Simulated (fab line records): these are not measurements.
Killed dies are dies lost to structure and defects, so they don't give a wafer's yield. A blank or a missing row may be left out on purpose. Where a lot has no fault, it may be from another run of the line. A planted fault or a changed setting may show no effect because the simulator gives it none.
Chamber matching / flow sky130 / SKY_LI_CONTACT_CMP_02 on cmp-01: 4 sister chambers
The step polishes PSG. 4 wafers are shown with their chamber, then 8 later ones without.

WAFERS, EACH WITH ITS CHAMBER
wafer=L440.2; chamber=1; motor-current-A (A)=10.7
wafer=L440.5; chamber=3; motor-current-A (A)=12.3
wafer=L440.6; chamber=0; motor-current-A (A)=11.8
wafer=L443.2; chamber=2; motor-current-A (A)=14.1

WAFERS WITHOUT THEIR CHAMBER
wafer=L443.3; motor-current-A (A)=10.7
wafer=L443.5; motor-current-A (A)=11.3
wafer=L444.1; motor-current-A (A)=10.8
wafer=L444.4; motor-current-A (A)=12.2
wafer=L444.5; motor-current-A (A)=14.0
wafer=L445.3; motor-current-A (A)=11.3
wafer=L445.5; motor-current-A (A)=11.7
wafer=L445.6; motor-current-A (A)=10.6

CHAMBER TAKEN BY EACH
wafer=L443.3; from the rows above=1; in truth=1
wafer=L443.5; from the rows above=can't be placed: 0 or 1 or 3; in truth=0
wafer=L444.1; from the rows above=1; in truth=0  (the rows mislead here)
wafer=L444.4; from the rows above=can't be placed: 3 or 0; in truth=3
wafer=L444.5; from the rows above=2; in truth=2
wafer=L445.3; from the rows above=can't be placed: 0 or 1 or 3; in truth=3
wafer=L445.5; from the rows above=can't be placed: 0 or 3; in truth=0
wafer=L445.6; from the rows above=1; in truth=1
Correctly placed: 3 of 8. Not placeable from these rows: 4 (in 4, the candidates include the true chamber). Number placed wrongly: 1.
How it was worked out, from the rows above alone: a wafer's distance from a chamber is the root of the sum, over the readings, of the square of ((its reading less the chamber's mean) divided by the reading's scatter). The wafer belongs to the nearest chamber; if the next one is less than 2 further off, it can't be placed. A chamber's mean is the mean of its shown wafers. The scatter: root of mean squared gap, hidden wafer to nearest shown wafer, with one shown wafer a chamber.
